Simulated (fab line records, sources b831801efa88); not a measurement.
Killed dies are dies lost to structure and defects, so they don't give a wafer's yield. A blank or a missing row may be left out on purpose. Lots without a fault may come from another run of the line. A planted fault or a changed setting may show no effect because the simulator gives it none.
fab line records | flow gf180mcu
record lots=5 wafers=15 last_day=34
route steps=602 shown V4@480 MIM@503
lots that met no fault: from a run of the same line without faults
start_h: hours from the record's first day to the start of the lot's first wafer shown | wait_h: hours since the lot's step before | " the same as in the row above | L1.1+2: a row that stands for several wafers | - no value, or no start given | * or withheld: withheld | < > ~ a bound
route shown NAME@n: a module of which the file shows steps, and the number in the route of the first | usual: mean/standard deviation of fault-free wafers | same: alike in all rows | chamber/n: place in a boat | sites: the reading at each site | _std_site: their standard deviation | _edge_site: outer sites' mean less inner sites' | radius_mm: how far each site lies from the wafer's centre | mask NAME#n: copy n | behind: the tool/chamber that last shaped the wafer | hold: why the lot was held/for how many hours/how that ended | device: the transistor (n, p or np) that didn't switch | end of line: the same wafers' tests at the end of the route | a step without rows: its recipe alone | killed: dies lost to structure and defects at the first sort, not the wafer's yield | map: a wafer's dies, x killed, . not, _ none there
set.NAME: the setting as run; set.NAME@STEP: as run at that earlier step | model.NAME: the simulator's own value behind a step, which no gauge read
lots at some steps of the route; a table a step, a row a wafer
services: from which hour (start_h, from the record's first day; less than 0 if before it) a tool's chamber was out of use, for how many hours, and why
## steps
# step GF_V4_CMP_04
# recipe material=SiO2 down_force_psi=4 platen_rpm=60 pad_velocity_m_s=0.94248
# usual motor_current_A=13.0/1.3 time_to_endpoint_s=77/6.3
# columns lot.wafer tool chamber start_h wait_h motor_current_A time_to_endpoint_s
L078.1 cmp-02 2 567.07 0.1 13.8 76
L078.6 " 1 " " 11.7 79
L078.5 " 2 " " 12.4 79
L085.2 cmp-02 3 644.57 0.0 15.3 78
L085.3 " 2 " " 12.5 77
L085.5 " 0 " " 12.7 76
L094.2 cmp-02 1 688.17 0.0 11.2 73
L094.4 " 2 " " 13.0 77
L094.5 " 1 " " 11.6 78
L096.2 cmp-02 1 701.90 0.0 12.0 71
L096.6 " 1 " " 11.2 78
L096.5 " 2 " " 12.7 80
L097.3 cmp-02 0 709.38 0.3 12.6 75
L097.1 " 1 " " 11.5 75
L097.5 " 2 " " 13.5 83
# step GF_V4_BOW_MEAS_05
# recipe mode=bow
# usual V4_BOW=135/8.3
# columns lot.wafer tool chamber start_h wait_h V4_BOW[um]
L078.1 film_metro-01 - 567.34 0.2 148
L078.5 " - " " 131
L078.6 " - " " 138
L085.2 film_metro-04 - 644.89 0.3 114
L085.3 " - " " 108
L085.5 " - " " 123
L094.2 film_metro-03 - 688.49 0.3 129
L094.4 " - " " 129
L094.5 " - " " 136
L096.2 film_metro-01 - 702.22 0.3 130
L096.5 " - " " 144
L096.6 " - " " 144
L097.1 film_metro-01 - 709.58 0.1 142
L097.3 " - " " 139
L097.5 " - " " 139
# step GF_V4_DEHYDRATE_06
# recipe temp_c=200 time_s=60
# columns lot.wafer tool chamber start_h wait_h
L078.1+5+6 litho_track-01 0 577.89 10.5
L085.2+3+5 litho_track-04 0 653.95 9.0
L094.2+4+5 litho_track-01 0 697.37 8.9
L096.2+5+6 litho_track-01 0 710.67 8.4
L097.1+3+5 litho_track-04 0 718.27 8.7
# step GF_V4_HMDS_07
# recipe prime_time_s=60 prime_temp_c=120
# columns lot.wafer tool chamber start_h wait_h
L078.1+5+6 litho_track-01 0 578.04 0.1
L085.2+3+5 litho_track-04 0 654.10 0.1
L094.2+4+5 litho_track-01 0 697.52 0.1
L096.2+5+6 litho_track-01 0 710.82 0.1
L097.1+3+5 litho_track-04 0 718.42 0.1
# step GF_V4_COAT_08
# recipe resist=BARC temp_c=withheld time_s=withheld spin_rpm=withheld resist_thk_nm=withheld
# columns lot.wafer tool chamber start_h wait_h
L078.1+5+6 litho_track-01 0 578.19 0.1
L085.2+3+5 litho_track-04 0 654.25 0.1
L094.2+4+5 litho_track-01 0 697.67 0.1
L096.2+5+6 litho_track-01 0 710.97 0.1
L097.1+3+5 litho_track-04 0 718.57 0.1
# step GF_V4_COAT_09
# recipe resist=KrF spin_rpm=withheld resist_thk_nm=1000
# columns lot.wafer tool chamber start_h wait_h
L078.1+5+6 litho_track-01 0 - -
L085.2+3+5 litho_track-04 0 - -
L094.2+4+5 litho_track-01 0 - -
L096.2+5+6 litho_track-01 0 - -
L097.1+3+5 litho_track-04 0 - -
# step GF_V4_SOFTBAKE_10
# recipe temp_c=130 time_s=60 resist=KrF
# columns lot.wafer tool chamber start_h wait_h
L078.1+5+6 litho_track-01 0 - -
L085.2+3+5 litho_track-04 0 - -
L094.2+4+5 litho_track-01 0 - -
L096.2+5+6 litho_track-01 0 - -
L097.1+3+5 litho_track-04 0 - -
# step GF_V4_EXPOSE_11
# recipe mask_id=Via4 target_cd_nm=260 na=0.68 source_shape=conventional sigma_outer=0.6 dose_mj=38.61
# same na=0.68
# columns lot.wafer tool chamber start_h wait_h mask
L078.1+5+6 krf_scanner-01 0 - - Via4#0
L085.2+3+5 krf_scanner-01 0 - - Via4#0
L094.2+4+5 krf_scanner-02 0 - - Via4#0
L096.2+5+6 krf_scanner-02 0 - - Via4#0
L097.1+3+5 krf_scanner-01 0 - - Via4#0
# step GF_V4_PEB_12
# recipe peb_temp_c=135 peb_time_s=90 resist=KrF
# columns lot.wafer tool chamber start_h wait_h
L078.1+5+6 litho_track-04 0 - -
L085.2+3+5 litho_track-01 0 - -
L094.2+4+5 litho_track-02 0 - -
L096.2+5+6 litho_track-01 0 - -
L097.1+3+5 litho_track-02 0 - -
# step GF_V4_DEVELOP_13
# recipe develop_time_s=60 resist=KrF dev_temp_c=21
# columns lot.wafer tool chamber start_h wait_h
L078.1+5+6 litho_track-04 0 589.07 0.2
L085.2+3+5 litho_track-01 0 664.87 0.2
L094.2+4+5 litho_track-02 0 706.52 0.2
L096.2+5+6 litho_track-01 0 720.41 0.2
L097.1+3+5 litho_track-02 0 727.94 0.2
# step GF_V4_CD_MEAS_14
# recipe target_cd_nm=260
# usual cd_nm=259.8/1.2
# columns lot.wafer tool chamber start_h wait_h cd_nm
L078.1 cd_sem-02 - 589.22 0.1 259.2
L078.5 " - " " 259.4
L078.6 " - " " 258.3
L085.2 cd_sem-01 - 665.01 0.1 260.1
L085.3 " - " " 260.3
L085.5 " - " " 260.0
L094.2 cd_sem-01 - 706.66 0.1 260.0
L094.4 " - " " 260.2
L094.5 " - " " 260.7
L096.2 cd_sem-02 - 720.56 0.1 259.7
L096.5 " - " " 259.1
L096.6 " - " " 259.2
L097.1 cd_sem-01 - 728.09 0.1 260.7
L097.3 " - " " 261.5
L097.5 " - " " 260.7
# step GF_V4_OVL_MEAS_15
# usual V4_OVL=2/6.8
# columns lot.wafer tool chamber start_h wait_h V4_OVL[nm]
L078.1 overlay-02 - 589.34 0.1 1
L078.5 " - " " 0
L078.6 " - " " 9
L085.2 overlay-01 - 665.12 0.1 13
L085.3 " - " " 8
L085.5 " - " " 4
L094.2 overlay-02 - 706.77 0.1 0
L094.4 " - " " -2
L094.5 " - " " -9
L096.2 overlay-01 - 720.67 0.1 -10
L096.5 " - " " -14
L096.6 " - " " 0
L097.1 overlay-02 - 728.21 0.1 4
L097.3 " - " " 6
L097.5 " - " " 1
# step GF_V4_ETCH_16
# recipe chemistry=N2/H2 target_depth_a=withheld overetch_a=withheld time_s=withheld target=BARC ion_energy_ev=200 source_w=500 bias_w=100 pressure_mtorr=30 n2_flow_sccm=100 h2_flow_sccm=200
# usual drypump_motor_current_A=5.7/0.45 oes_product_au=0.854/0.0043 rf_fwd_power_W=495.2/1.8 throttle_valve_pct=13.223/0.009
# columns lot.wafer tool chamber start_h wait_h drypump_motor_current_A oes_product_au rf_fwd_power_W throttle_valve_pct
L078.1 rie_diel-03 3 589.38 0.0 6.3 0.857 496.8 13.212
L078.5 " 2 " " 5.4 0.854 493.0 13.226
L078.6 " 3 " " 6.3 0.858 493.0 13.239
L085.2 rie_diel-01 0 665.15 0.0 4.9 0.862 493.5 13.209
L085.3 " 1 " " 5.8 0.856 494.1 13.211
L085.5 " 0 " " 4.9 0.858 496.3 13.206
L094.2 rie_diel-01 0 706.80 0.0 4.9 0.848 496.0 13.229
L094.4 " 1 " " 5.8 0.850 493.6 13.232
L094.5 " 2 " " 5.5 0.853 496.0 13.210
L096.2 rie_diel-01 1 720.70 0.0 5.8 0.849 495.7 13.229
L096.5 " 1 " " 5.8 0.852 493.3 13.216
L096.6 " 0 " " 4.9 0.855 495.9 13.223
L097.1 rie_diel-02 1 728.25 0.0 5.9 0.857 496.9 13.228
L097.3 " 0 " " 6.3 0.857 492.1 13.222
L097.5 " 3 " " 5.3 0.852 497.4 13.220
# step GF_V4_ETCH_17
# recipe chemistry=C4F8/O2/Ar mask_material=KrF target=SiO2 stop_on=TiN source_w=1500 bias_w=1200 pressure_mtorr=40 c4f8_flow_sccm=withheld O2_flow_sccm=6 Ar_flow_sccm=300 time_s=withheld target_depth_a=6300
# usual oes_product_au=0.856/0.0045 rf_fwd_power_W=1493/4.8
# columns lot.wafer tool chamber start_h wait_h oes_product_au rf_fwd_power_W
L078.1 rie_diel-03 3 - - 0.864 1496
L078.5 " 2 " " 0.857 1496
L078.6 " 3 " " 0.858 1492
L085.2 rie_diel-01 0 - - 0.851 1491
L085.3 " 1 " " 0.860 1487
L085.5 " 0 " " 0.854 1492
L094.2 rie_diel-01 0 - - 0.853 1494
L094.4 " 1 " " 0.851 1497
L094.5 " 2 " " 0.856 1491
L096.2 rie_diel-01 1 - - 0.860 1489
L096.5 " 1 " " 0.850 1498
L096.6 " 0 " " 0.853 1492
L097.1 rie_diel-02 1 - - 0.854 1491
L097.3 " 0 " " 0.852 1494
L097.5 " 3 " " 0.857 1496
# step GF_V4_STRIP_18
# recipe chemistry=O2/N2 power_w=1400 pressure_mtorr=1500 platen_temp_c=250 o2_flow_sccm=3000 n2_flow_sccm=300 overash_fraction=0.5
# usual drypump_motor_current_A=6.1/0.49 heater_power_w=345/31 oes_product_au=0.592/0.005
# columns lot.wafer tool chamber start_h wait_h drypump_motor_current_A heater_power_w oes_product_au rf_hours_counter_h
L078.1 plasma_asher-03 1 589.51 - 6.6 390 0.592 49
L078.5 " 0 " " 5.6 307 0.589 -
L078.6 " 1 " " 6.6 388 0.599 -
L085.2 plasma_asher-03 1 665.28 - 6.6 386 0.600 57
L085.3 " 0 " " 5.6 307 0.591 -
L085.5 " 1 " " 6.6 385 0.596 -
L094.2 plasma_asher-01 1 706.93 - 6.3 380 0.590 28
L094.4 " 0 " " 6.6 320 0.596 -
L094.5 " 0 " " 6.6 312 0.593 -
L096.2 plasma_asher-01 0 720.82 - 6.6 321 0.589 30
L096.5 " 1 " " 6.3 367 0.585 -
L096.6 " 0 " " 6.6 322 0.587 -
L097.1 plasma_asher-03 1 728.37 - 6.6 396 0.579 63
L097.3 " 1 " " 6.6 387 0.587 -
L097.5 " 0 " " 5.6 305 0.596 -
# step GF_V4_STRIP_19
# recipe chemistry=post_etch_residue_remover time_s=1200 temp_c=72.5
# columns lot.wafer tool chamber start_h wait_h
L078.1+5+6 wet_bench-02 0 589.61 0.1
L085.2+3+5 wet_bench-02 1 665.40 0.1
L094.2+4+5 wet_bench-02 2 707.03 0.1
L096.2+5+6 wet_bench-03 0 720.92 0.1
L097.1+3+5 wet_bench-04 1 728.47 0.1
# step GF_V4_CLEAN_20
# recipe chemistry=DIW dry=n2_spin
# columns lot.wafer tool chamber start_h wait_h
L078.1+5+6 wet_bench-04 0 589.95 0.0
L085.2+3+5 wet_bench-03 3 665.77 0.0
L094.2+4+5 wet_bench-03 3 707.37 0.0
L096.2+5+6 wet_bench-02 3 721.27 0.0
L097.1+3+5 wet_bench-03 3 728.82 0.0
# step GF_V4_SPUTTER_21
# recipe material=Ti target_thk_nm=15 chamber_pressure_pa=5 power_w=2500 substrate_temp_c=200 time_s=80.02
# usual substrate_temp_c=199.98/0.16 throttle_valve_pct=30.0/0.85
# columns lot.wafer tool chamber start_h wait_h substrate_temp_c throttle_valve_pct
L078.1 pvd_sputter-02 - 590.04 0.0 199.86 29.5
L078.5 " - " " 200.31 28.7
L078.6 " - " " 200.06 29.6
L085.2 pvd_sputter-03 - 665.86 0.0 199.87 30.2
L085.3 " - " " 199.95 31.1
L085.5 " - " " 200.11 29.6
L094.2 pvd_sputter-02 - 707.47 0.0 199.85 29.5
L094.4 " - " " 199.87 29.6
L094.5 " - " " 199.89 28.5
L096.2 pvd_sputter-02 - 721.36 0.0 200.08 29.4
L096.5 " - " " 199.87 29.6
L096.6 " - " " 200.22 28.9
L097.1 pvd_sputter-02 - 728.91 0.0 200.04 29.6
L097.3 " - " " 200.04 29.6
L097.5 " - " " 200.22 29.6
# step GF_V4_SPUTTER_22
# recipe material=TiN target_thk_nm=10 chamber_pressure_pa=5 power_w=4000 time_s=40
# usual throttle_valve_pct=30.0/0.86
# columns lot.wafer tool chamber start_h wait_h throttle_valve_pct
L078.1 pvd_sputter-02 - 590.10 0.0 29.6
L078.5 " - " " 28.8
L078.6 " - " " 29.4
L085.2 pvd_sputter-03 - 665.92 0.0 30.2
L085.3 " - " " 31.2
L085.5 " - " " 29.5
L094.2 pvd_sputter-02 - 707.53 0.0 29.2
L094.4 " - " " 30.0
L094.5 " - " " 28.4
L096.2 pvd_sputter-02 - 721.42 0.0 29.8
L096.5 " - " " 29.8
L096.6 " - " " 28.7
L097.1 pvd_sputter-02 - 728.97 0.0 29.8
L097.3 " - " " 29.6
L097.5 " - " " 29.5
# step GF_V4_CVD_23
# recipe material=W target_thk_nm=350 time_s=104.9 temp_c=400 pressure_torr=40
# usual heater_power_outer_w=544/140 heater_power_w=858/190
# columns lot.wafer tool chamber start_h wait_h heater_power_outer_w heater_power_w
L078.1 cvd_w-02 0 590.14 0.0 553 904
L078.5 " 1 " " 381 633
L078.6 " 0 " " 554 906
L085.2 cvd_w-01 0 665.96 0.0 445 701
L085.3 " 1 " " 734 1099
L085.5 " 0 " " 446 689
L094.2 cvd_w-01 1 707.57 0.0 747 1136
L094.4 " 1 " " 747 1090
L094.5 " 0 " " 434 688
L096.2 cvd_w-01 1 721.46 0.0 733 1124
L096.5 " 0 " " 442 699
L096.6 " 1 " " 732 1114
L097.1 cvd_w-02 1 729.01 0.0 380 666
L097.3 " 1 " " 381 658
L097.5 " 0 " " 550 890
# step GF_V4_RS_MEAS_24
# recipe thk_meas_gauge=four-point-probe reads=W_of_V4_CVD_23+TiN_of_V4_SPUTTER_22+Ti_of_V4_SPUTTER_21
# usual V4_W_RS=0.326/0.0049
# columns lot.wafer tool chamber start_h wait_h V4_W_RS[ohm/sq]
L078.1 film_metro-01 - 590.25 0.1 0.335
L078.5 " - " " 0.322
L078.6 " - " " 0.332
L085.2 film_metro-03 - 666.10 0.1 0.331
L085.3 " - " " 0.326
L085.5 " - " " 0.333
L094.2 film_metro-04 - 707.70 0.1 0.327
L094.4 " - " " 0.328
L094.5 " - " " 0.334
L096.2 film_metro-04 - 721.59 0.1 0.329
L096.5 " - " " 0.331
L096.6 " - " " 0.327
L097.1 film_metro-01 - 729.12 0.1 0.319
L097.3 " - " " 0.314
L097.5 " - " " 0.328
# step GF_V4_THK_MEAS_25
# recipe thk_meas_gauge=xrf reads=W_of_V4_CVD_23
# usual V4_W_THK=357/6.3
# columns lot.wafer tool chamber start_h wait_h V4_W_THK[nm]
L078.1 film_metro-01 - 590.37 0.1 342
L078.5 " - " " 358
L078.6 " - " " 345
L085.2 film_metro-03 - 666.21 0.1 352
L085.3 " - " " 359
L085.5 " - " " 350
L094.2 film_metro-04 - 707.81 0.1 355
L094.4 " - " " 354
L094.5 " - " " 347
L096.2 film_metro-04 - 721.70 0.1 354
L096.5 " - " " 352
L096.6 " - " " 353
L097.1 film_metro-01 - 729.24 0.1 363
L097.3 " - " " 369
L097.5 " - " " 353
# step GF_V4_CMP_26
# recipe stop_on=SiO2 down_force_psi=3.5 platen_rpm=60 t_overpolish_s=15 target_thk_nm=0 pad_velocity_m_s=0.94248
# usual motor_current_A=12.1/1.3 overpolish_run_s=15.000/0.0087 time_to_endpoint_s=84/4.5
# columns lot.wafer tool chamber start_h wait_h motor_current_A overpolish_run_s time_to_endpoint_s
L078.1 cmp-01 3 590.53 0.1 12.2 15.002 83
L078.6 " 1 " " 11.8 15.007 77
L078.5 " 2 " " 13.0 14.997 88
L085.3 cmp-01 0 666.26 0.0 10.1 15.002 92
L085.2 " 1 " " 12.5 14.991 82
L085.5 " 0 " " 10.4 14.998 92
L094.4 cmp-02 3 708.13 0.3 13.9 14.992 79
L094.2 " 0 " " 11.5 15.006 82
L094.5 " 3 " " 13.8 15.000 80
L096.2 cmp-01 1 721.90 0.2 12.8 15.008 76
L096.6 " 2 " " 13.2 15.011 83
L096.5 " 3 " " 11.9 14.993 82
L097.1 cmp-01 3 729.40 0.1 12.4 15.006 95
L097.3 " 0 " " 10.4 15.001 96
L097.5 " 1 " " 12.5 15.004 84
# step GF_MIM_SPUTTER_00
# recipe material=Ti target_thk_nm=37.5 arriving_ion_energy_ev=80 substrate_temp_c=200 chamber_pressure_pa=2 power_w=4000 time_s=150
# usual substrate_temp_c=200.03/0.17 throttle_valve_pct=30.3/0.85
# columns lot.wafer tool chamber start_h wait_h substrate_temp_c throttle_valve_pct
L078.1 pvd_sputter-04 - 590.73 0.1 199.98 31.1
L078.5 " - " " 200.36 31.2
L078.6 " - " " 199.86 31.2
L085.2 pvd_sputter-04 - 666.56 0.2 200.05 31.0
L085.3 " - " " 200.00 31.0
L085.5 " - " " 200.44 30.8
L094.2 pvd_sputter-04 - 708.38 0.1 200.08 30.9
L094.4 " - " " 199.87 31.2
L094.5 " - " " 199.92 31.0
L096.2 pvd_sputter-04 - 722.05 0.1 200.09 30.7
L096.5 " - " " 199.81 28.7
L096.6 " - " " 199.92 30.8
L097.1 pvd_sputter-04 - 729.60 0.1 199.91 30.9
L097.3 " - " " 199.90 30.7
L097.5 " - " " 199.91 30.9
# step GF_MIM_SPUTTER_01
# recipe material=TiN target_thk_nm=30 power_w=6500 time_s=25 chamber_pressure_pa=0.4
# usual throttle_valve_pct=30.3/0.83
# columns lot.wafer tool chamber start_h wait_h throttle_valve_pct
L078.1 pvd_sputter-04 - 590.83 0.1 31.0
L078.5 " - " " 31.1
L078.6 " - " " 31.0
L085.2 pvd_sputter-04 - 666.66 0.1 31.0
L085.3 " - " " 30.8
L085.5 " - " " 31.3
L094.2 pvd_sputter-04 - 708.48 0.1 30.9
L094.4 " - " " 31.2
L094.5 " - " " 30.8
L096.2 pvd_sputter-04 - 722.15 0.1 30.7
L096.5 " - " " 28.8
L096.6 " - " " 30.8
L097.1 pvd_sputter-04 - 729.70 0.1 31.2
L097.3 " - " " 31.1
L097.5 " - " " 31.0
# step GF_MIM_SPUTTER_02
# recipe material=AlCu target_thk_nm=450 power_w=10600 time_s=23.9 chamber_pressure_pa=0.4
# usual throttle_valve_pct=30.3/0.85
# columns lot.wafer tool chamber start_h wait_h throttle_valve_pct
L078.1 pvd_sputter-04 - 590.86 0.0 30.8
L078.5 " - " " 30.9
L078.6 " - " " 30.9
L085.2 pvd_sputter-04 - 666.69 0.0 31.2
L085.3 " - " " 31.0
L085.5 " - " " 30.9
L094.2 pvd_sputter-04 - 708.51 0.0 31.0
L094.4 " - " " 31.1
L094.5 " - " " 30.9
L096.2 pvd_sputter-04 - 722.18 0.0 30.9
L096.5 " - " " 28.4
L096.6 " - " " 31.1
L097.1 pvd_sputter-04 - 729.73 0.0 31.0
L097.3 " - " " 31.0
L097.5 " - " " 30.9
# step GF_MIM_SPUTTER_03
# recipe material=Ti target_thk_nm=10 substrate_temp_c=300 chamber_pressure_pa=0.3 power_w=3000 time_s=6.7
# usual substrate_temp_c=300.00/0.18 throttle_valve_pct=30.3/0.83
# columns lot.wafer tool chamber start_h wait_h substrate_temp_c throttle_valve_pct
L078.1 pvd_sputter-04 - 590.89 0.0 300.13 31.1
L078.5 " - " " 300.45 31.0
L078.6 " - " " 300.24 31.4
L085.2 pvd_sputter-04 - 666.72 0.0 300.14 30.9
L085.3 " - " " 299.84 30.9
L085.5 " - " " 300.16 31.0
L094.2 pvd_sputter-04 - 708.54 0.0 300.11 30.8
L094.4 " - " " 300.31 31.1
L094.5 " - " " 300.07 30.7
L096.2 pvd_sputter-04 - 722.21 0.0 300.18 31.0
L096.5 " - " " 299.94 28.6
L096.6 " - " " 299.78 30.9
L097.1 pvd_sputter-04 - 729.76 0.0 299.88 30.9
L097.3 " - " " 300.08 30.9
L097.5 " - " " 300.19 30.8
# step GF_MIM_SPUTTER_04
# recipe material=TiN target_thk_nm=50 power_w=6500 time_s=41.7 chamber_pressure_pa=0.4
# usual throttle_valve_pct=30.3/0.84
# columns lot.wafer tool chamber start_h wait_h throttle_valve_pct
L078.1 pvd_sputter-04 - 590.91 0.0 31.3
L078.5 " - " " 30.9
L078.6 " - " " 31.0
L085.2 pvd_sputter-04 - 666.74 0.0 31.3
L085.3 " - " " 31.1
L085.5 " - " " 31.2
L094.2 pvd_sputter-04 - 708.56 0.0 31.0
L094.4 " - " " 30.9
L094.5 " - " " 30.9
L096.2 pvd_sputter-04 - 722.23 0.0 31.2
L096.5 " - " " 28.3
L096.6 " - " " 30.6
L097.1 pvd_sputter-04 - 729.78 0.0 30.9
L097.3 " - " " 30.8
L097.5 " - " " 30.9
# step GF_MIM_CVD_05
# recipe material=Si3N4 target_thk_nm=42 temp_max_c=400 temp_c=385 time_s=29.086 rf_w=450
# usual heater_power_outer_w=334/74 heater_power_w=574/110 rf_fwd_power_W=445.0/2.1
# columns lot.wafer tool chamber start_h wait_h heater_power_outer_w heater_power_w rf_fwd_power_W
L078.1 pecvd-04 2 590.95 0.0 381 665 447.4
L078.5 " 1 " " 258 455 444.0
L078.6 " 0 " " 232 413 446.0
L085.2 pecvd-04 2 666.78 0.0 341 601 445.7
L085.3 " 0 " " 247 423 449.0
L085.5 " 1 " " 284 502 443.0
L094.2 pecvd-01 0 708.60 0.0 378 649 442.8
L094.4 " 2 " " 346 559 442.8
L094.5 " 1 " " 316 532 446.3
L096.2 pecvd-04 0 722.27 0.0 280 488 447.3
L096.5 " 1 " " 251 458 444.1
L096.6 " 2 " " 299 550 446.3
L097.1 pecvd-01 2 729.82 0.0 433 663 441.2
L097.3 " 1 " " 331 537 445.9
L097.5 " 0 " " 314 577 445.7
# step GF_MIM_THK_MEAS_06
# recipe reads=Si3N4_of_MIM_CVD_05
# usual MIM_CVD_05_THK=41.8/0.66
# columns lot.wafer tool chamber start_h wait_h MIM_CVD_05_THK[nm]
L078.1 film_metro-02 - 590.99 0.0 41.2
L078.5 " - " " 41.7
L078.6 " - " " 41.7
L085.2 film_metro-02 - 666.82 0.0 41.7
L085.3 " - " " 41.1
L085.5 " - " " 42.1
L094.2 film_metro-02 - 708.64 0.0 42.0
L094.4 " - " " 42.2
L094.5 " - " " 42.4
L096.2 film_metro-01 - 722.31 0.0 40.5
L096.5 " - " " 41.7
L096.6 " - " " 40.5
L097.1 film_metro-01 - 729.85 0.0 41.5
L097.3 " - " " 41.7
L097.5 " - " " 42.5
# step GF_MIM_SPUTTER_07
# recipe material=TiN target_thk_nm=60 power_w=6500 time_s=50 chamber_pressure_pa=0.4
# usual throttle_valve_pct=30.3/0.83
# columns lot.wafer tool chamber start_h wait_h throttle_valve_pct
L078.1 pvd_sputter-03 - 591.05 0.1 30.2
L078.5 " - " " 30.9
L078.6 " - " " 30.4
L085.2 pvd_sputter-01 - 666.87 0.0 29.7
L085.3 " - " " 29.3
L085.5 " - " " 31.3
L094.2 pvd_sputter-03 - 708.69 0.0 30.2
L094.4 " - " " 31.1
L094.5 " - " " 31.0
L096.2 pvd_sputter-01 - 722.36 0.0 29.6
L096.5 " - " " 31.2
L096.6 " - " " 29.4
L097.1 pvd_sputter-03 - 729.91 0.1 29.9
L097.3 " - " " 30.7
L097.5 " - " " 30.8
# step GF_MIM_SPUTTER_08
# recipe material=AlCu target_thk_nm=200 power_w=10600 time_s=10.86 chamber_pressure_pa=0.4
# usual throttle_valve_pct=30.2/0.82
# columns lot.wafer tool chamber start_h wait_h throttle_valve_pct
L078.1 pvd_sputter-03 - 591.09 0.0 30.1
L078.5 " - " " 31.0
L078.6 " - " " 30.1
L085.2 pvd_sputter-01 - 666.91 0.0 29.6
L085.3 " - " " 29.0
L085.5 " - " " 31.4
L094.2 pvd_sputter-03 - 708.74 0.0 30.0
L094.4 " - " " 30.9
L094.5 " - " " 31.2
L096.2 pvd_sputter-01 - 722.41 0.0 29.6
L096.5 " - " " 31.2
L096.6 " - " " 29.2
L097.1 pvd_sputter-03 - 729.96 0.0 30.2
L097.3 " - " " 31.0
L097.5 " - " " 31.3
# step GF_MIM_SPUTTER_09
# recipe material=TiN target_thk_nm=35 power_w=6500 time_s=29.2 chamber_pressure_pa=0.4
# usual throttle_valve_pct=30.2/0.85
# columns lot.wafer tool chamber start_h wait_h throttle_valve_pct
L078.1 pvd_sputter-03 - 591.11 0.0 30.0
L078.5 " - " " 30.9
L078.6 " - " " 30.3
L085.2 pvd_sputter-01 - 666.94 0.0 29.5
L085.3 " - " " 29.0
L085.5 " - " " 31.3
L094.2 pvd_sputter-03 - 708.76 0.0 30.0
L094.4 " - " " 30.9
L094.5 " - " " 31.0
L096.2 pvd_sputter-01 - 722.43 0.0 29.6
L096.5 " - " " 31.3
L096.6 " - " " 29.1
L097.1 pvd_sputter-03 - 729.98 0.0 30.0
L097.3 " - " " 30.9
L097.5 " - " " 30.8
# step GF_MIM_RS_MEAS_10
# recipe thk_meas_gauge=four-point-probe reads=TiN_of_MIM_SPUTTER_09+AlCu_of_MIM_SPUTTER_08+TiN_of_MIM_SPUTTER_07
# usual MIM_ALCU_RS=0.1560/0.0018
# columns lot.wafer tool chamber start_h wait_h MIM_ALCU_RS[ohm/sq]
L078.1 film_metro-02 - 591.15 0.0 0.1564
L078.5 " - " " 0.1562
L078.6 " - " " 0.1552
L085.2 film_metro-04 - 666.99 0.0 0.1540
L085.3 " - " " 0.1555
L085.5 " - " " 0.1561
L094.2 film_metro-02 - 708.81 0.0 0.1568
L094.4 " - " " 0.1588
L094.5 " - " " 0.1570
L096.2 film_metro-02 - 722.48 0.0 0.1603
L096.5 " - " " 0.1593
L096.6 " - " " 0.1569
L097.1 film_metro-02 - 730.01 0.0 0.1529
L097.3 " - " " 0.1566
L097.5 " - " " 0.1560
# step GF_MIM_THK_MEAS_11
# recipe thk_meas_gauge=xrf reads=AlCu_of_MIM_SPUTTER_08
# usual MIM_ALCU_THK=203.0/2.3
# columns lot.wafer tool chamber start_h wait_h MIM_ALCU_THK[nm]
L078.1 film_metro-02 - 591.27 0.1 202.7
L078.5 " - " " 203.3
L078.6 " - " " 204.1
L085.2 film_metro-04 - 667.10 0.1 204.5
L085.3 " - " " 202.9
L085.5 " - " " 202.3
L094.2 film_metro-02 - 708.92 0.1 202.3
L094.4 " - " " 199.2
L094.5 " - " " 202.3
L096.2 film_metro-02 - 722.59 0.1 197.7
L096.5 " - " " 199.9
L096.6 " - " " 203.6
L097.1 film_metro-02 - 730.13 0.1 206.7
L097.3 " - " " 202.7
L097.5 " - " " 204.6
# step GF_MIM_DEHYDRATE_12
# recipe temp_c=200 time_s=60
# columns lot.wafer tool chamber start_h wait_h
L078.1+5+6 litho_track-03 0 600.52 9.2
L085.2+3+5 litho_track-01 0 676.17 9.1
L094.2+4+5 litho_track-03 0 717.10 8.2
L096.2+5+6 litho_track-01 0 730.46 7.9
L097.1+3+5 litho_track-02 0 738.04 7.9
# step GF_MIM_HMDS_13
# recipe prime_time_s=60 prime_temp_c=120
# columns lot.wafer tool chamber start_h wait_h
L078.1+5+6 litho_track-03 0 600.67 0.1
L085.2+3+5 litho_track-01 0 676.32 0.1
L094.2+4+5 litho_track-03 0 717.25 0.1
L096.2+5+6 litho_track-01 0 730.61 0.1
L097.1+3+5 litho_track-02 0 738.19 0.1
# step GF_MIM_COAT_14
# recipe resist=NOVOLAK spin_rpm=3000 resist_thk_nm=1000
# columns lot.wafer tool chamber start_h wait_h
L078.1+5+6 litho_track-03 0 600.82 0.1
L085.2+3+5 litho_track-01 0 676.47 0.1
L094.2+4+5 litho_track-03 0 717.40 0.1
L096.2+5+6 litho_track-01 0 730.76 0.1
L097.1+3+5 litho_track-02 0 738.34 0.1
# step GF_MIM_SOFTBAKE_15
# recipe temp_c=90 time_s=60 resist=NOVOLAK
# columns lot.wafer tool chamber start_h wait_h
L078.1+5+6 litho_track-03 0 600.97 0.1
L085.2+3+5 litho_track-01 0 676.62 0.1
L094.2+4+5 litho_track-03 0 717.55 0.1
L096.2+5+6 litho_track-01 0 730.91 0.1
L097.1+3+5 litho_track-02 0 738.49 0.1
# step GF_MIM_EXPOSE_16
# recipe mask_id=FuseTop target_cd_nm=2000 na=0.6 source_shape=conventional sigma_outer=0.6 dose_mj=140
# same na=0.6
# columns lot.wafer tool chamber start_h wait_h mask
L078.1+5+6 iline_stepper-02 0 - - FuseTop#0
L085.2+3+5 iline_stepper-02 0 - - FuseTop#0
L094.2+4+5 iline_stepper-02 0 - - FuseTop#0
L096.2+5+6 iline_stepper-01 0 - - FuseTop#0
L097.1+3+5 iline_stepper-02 0 - - FuseTop#0
## services
# columns tool chamber start_h hours kind
krf_scanner-01 - 550.64 0.8 pm
rie_diel-01 3 551.10 6.7 repair
cvd_w-01 1 554.65 6.9 repair
krf_scanner-01 - 556.76 1.0 pm
krf_scanner-01 - 562.37 1.3 pm
cvd_w-01 - 567.73 1.3 repair
cvd_w-01 0 572.22 5.7 repair
cmp-01 - 572.25 4.0 pm
krf_scanner-01 - 579.24 0.6 repair
pvd_sputter-02 - 580.21 3.0 repair
pvd_sputter-02 - 597.04 2.7 repair
pvd_sputter-04 - 601.19 1.1 repair
pvd_sputter-03 - 617.45 0.5 repair
cmp-01 - 640.03 2.8 repair
rie_diel-01 3 640.46 5.0 repair
rie_diel-01 3 649.36 2.7 repair
wet_bench-03 - 666.75 20.6 pm
cmp-01 - 668.38 4.9 pm
cmp-02 - 700.98 0.5 repair
cmp-01 - 706.87 5.2 repair
pvd_sputter-03 - 715.53 5.8 repair
pvd_sputter-04 - 718.45 0.8 repair
iline_stepper-02 - 727.36 4.4 pm
pvd_sputter-02 - 736.32 5.4 repair
## key
fault none
